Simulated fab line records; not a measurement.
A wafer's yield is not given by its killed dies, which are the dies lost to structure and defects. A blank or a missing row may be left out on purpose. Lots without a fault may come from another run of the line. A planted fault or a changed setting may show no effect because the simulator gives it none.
A lot that was struck, set against a sound lot :: flow sky130 :: 15 out of 708 route steps
Sound: wafers L678.3, L678.4, L678.6. Struck: wafers L686.1, L686.3, L686.4. At the end, the cause is stated.
For every step that has rows: the tool of each side, followed by ch and its chambers, followed by its first start. Under that, the readings that differ: sound wafers :: struck wafers :: difference of the means :: sigmas: that difference in standard deviations of wafers without a fault.
alike: a reading whose means differ by less than 2 such deviations, as well as words and numbers matching on both sides. not compared: withheld readings; readings where some wafer has no value; bounds like >300 that might hide an equal value; numbers whose values overlap and for which the record gives no deviation.
The two part at a step that has a row with sigmas, a row that says differs or no value, or rows on one side only. Numbers that have no deviation but don't overlap get no sigmas and don't part them. A reading that every wafer of one side lacks parts them only if that side has two wafers or more.

first, 4 steps without rows for these wafers: SKY_VIA3_SOFTBAKE_08 (time 90 s); SKY_VIA3_EXPOSE_09 (exposes mask VIM3, target cd 200 nm); SKY_VIA3_PEB_10; SKY_VIA3_DEVELOP_11 (develop time 60 s).
SKY_VIA3_CD_MEAS_12: target cd 200 nm.
  struck on cd-sem-01, day 42 20:44; sound on cd-sem-01, day 40 02:17
  alike: cd-nm
SKY_VIA3_OVL_MEAS_13:
  struck on overlay-02, day 42 20:51; sound on overlay-01, day 40 02:22
  alike: VIA3_OVL
SKY_VIA3_ETCH_14: etches BARC in N2/H2, stops on SiO2, time 45.9 s, target depth 60 nm.
  sound on rie-diel-03 ch 2,3, day 40 02:24; struck on rie-diel-03 ch 1,2,3, day 42 20:53
  alike: drypump-motor-current-A, oes-product-au, throttle-valve-pct
  not compared: rf-hours-counter-h
SKY_VIA3_ETCH_15: etches SiO2 in C4F8/O2/Ar, stops on TiN, target depth 507 nm, time 78 s.
  sound on rie-diel-03 ch 2,3, day 40 02:26; struck on rie-diel-03 ch 1,2,3, day 42 20:56
  alike: oes-product-au
  not compared: rf-hours-counter-h
SKY_VIA3_STRIP_16: strips in O2/N2.
  sound on plasma-asher-03 ch 0,1, day 40 02:32; struck on plasma-asher-01 ch 0,1, day 42 20:59
  alike: drypump-motor-current-A, oes-product-au, strip-time-to-endpoint-s
  not compared: rf-hours-counter-h
then, 3 steps without rows for these wafers: SKY_VIA3_STRIP_17 (strips in post etch residue remover, time 1200 s); SKY_VIA3_CLEAN_18 (cleans in IPA, time 180 s); SKY_VIA3_CLEAN_19 (cleans in O3/DIW).
SKY_VIA3_SPUTTER_20: material TiN, target thk 20 nm, time 80 s.
  struck on pvd-sputter-04, day 42 21:37; sound on pvd-sputter-01, day 40 03:08
reading: cathode-dc-power-W (W)
sound: 4001.6 4001.1 4000.9
struck: 3589.9 3591.2 3588.8
difference: -411.2
sigmas: -99 or more

reading: model.TiN_of_VIA3_SPUTTER_20.thk-nm (nm)
sound: 19.83 19.71 19.55
struck: 18.25 18.07 18.22
difference: -1.52
sigmas: 
  alike: throttle-valve-pct
SKY_VIA3_CVD_21: deposits W, target thk 390 nm, time 117.31 s.
  sound on cvd-w-01 ch 1, day 40 03:16; struck on cvd-w-01 ch 0,1, day 42 21:40
  alike: heater-power-w
following that, these wafers have no rows for 1 step: SKY_PAD_OPEN_PROBE_99.

## WHERE THEY PART
Only at SKY_VIA3_SPUTTER_20, within this record. Later steps at which nothing parts them and some readings are alike: SKY_VIA3_CVD_21.

WHY: whatever the simulator had introduced
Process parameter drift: pvd-sputter-04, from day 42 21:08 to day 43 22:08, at SKY_VIA3_SPUTTER_20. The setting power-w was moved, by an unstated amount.
